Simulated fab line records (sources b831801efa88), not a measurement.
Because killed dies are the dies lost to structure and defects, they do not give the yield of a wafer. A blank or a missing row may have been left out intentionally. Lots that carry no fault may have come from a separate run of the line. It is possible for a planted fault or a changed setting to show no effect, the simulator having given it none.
Which tool was responsible? + flow gf180mcu + Sampling: 6 lots, 18 wafers, 3 of 602 route steps

== WHAT THE GAUGES READ, wafer by wafer ==
GF_HV_LDD_TW_MEAS_11.
| lot  | measured     | on            | HV_LDD_TW      |
|------|--------------|---------------|----------------|
| L456 | day 12 15:25 | film-metro-03 | 2354 2351 2346 |
| L463 | day 14 10:05 | film-metro-02 | 2398 2402 2387 |
| L465 | day 15 05:03 | film-metro-03 | 2357 2353 2361 |
| L469 | day 16 07:28 | film-metro-02 | 2397 2407 2383 |
| L473 | day 17 05:53 | film-metro-02 | 2399 2388 2413 |
| L475 | day 17 20:33 | film-metro-04 | 2325 2333 2338 |

== WHICH TOOL RAN EACH LOT (tool, then ch and the chambers of the sampled wafers, then the start) ==
| lot  | GF_POLY_GATE_STRIP_14                | GF_HV_LDD_IMPLANT_09            |
|------|--------------------------------------|---------------------------------|
| L456 | plasma-asher-04 ch 0,1, day 11 15:41 | implanter-04 ch 0, day 12 15:11 |
| L463 | plasma-asher-01 ch 0,1, day 13 11:19 | implanter-03 ch 0, day 14 09:52 |
| L465 | plasma-asher-04 ch 0,1, day 14 02:47 | implanter-03 ch 0, day 15 04:49 |
| L469 | plasma-asher-02 ch 0,1, day 15 04:29 | implanter-01 ch 0, day 16 07:13 |
| L473 | plasma-asher-01 ch 0,1, day 16 04:34 | implanter-03 ch 0, day 17 05:39 |
| L475 | plasma-asher-02 ch 0,1, day 16 17:10 | implanter-01 ch 0, day 17 20:20 |
- GF_POLY_GATE_STRIP_14: strips in O2/N2.
- GF_HV_LDD_IMPLANT_09

== THE ANSWER, worked out from the rows above alone ==
Rule: the lots themselves supply what counts as usual. Put in order of their means at a reading, lots are off if they are a third of the lots or fewer, leave a main group of 4 or more, and stand apart from it by a gap of 3 or more times the standard deviation of the main group's means; of several such gaps the widest counts. If all means in a main group match to the digits the tables above print for the reading, that group is not used. A lot without any number at a reading at which 4 lots or more have one is off too. All remaining lots with rows at the step are treated as sound.
Across all readings shown, no lot is off: no conclusion can be drawn from this.

== WHAT WAS PUT IN BY THE SIMULATOR ==
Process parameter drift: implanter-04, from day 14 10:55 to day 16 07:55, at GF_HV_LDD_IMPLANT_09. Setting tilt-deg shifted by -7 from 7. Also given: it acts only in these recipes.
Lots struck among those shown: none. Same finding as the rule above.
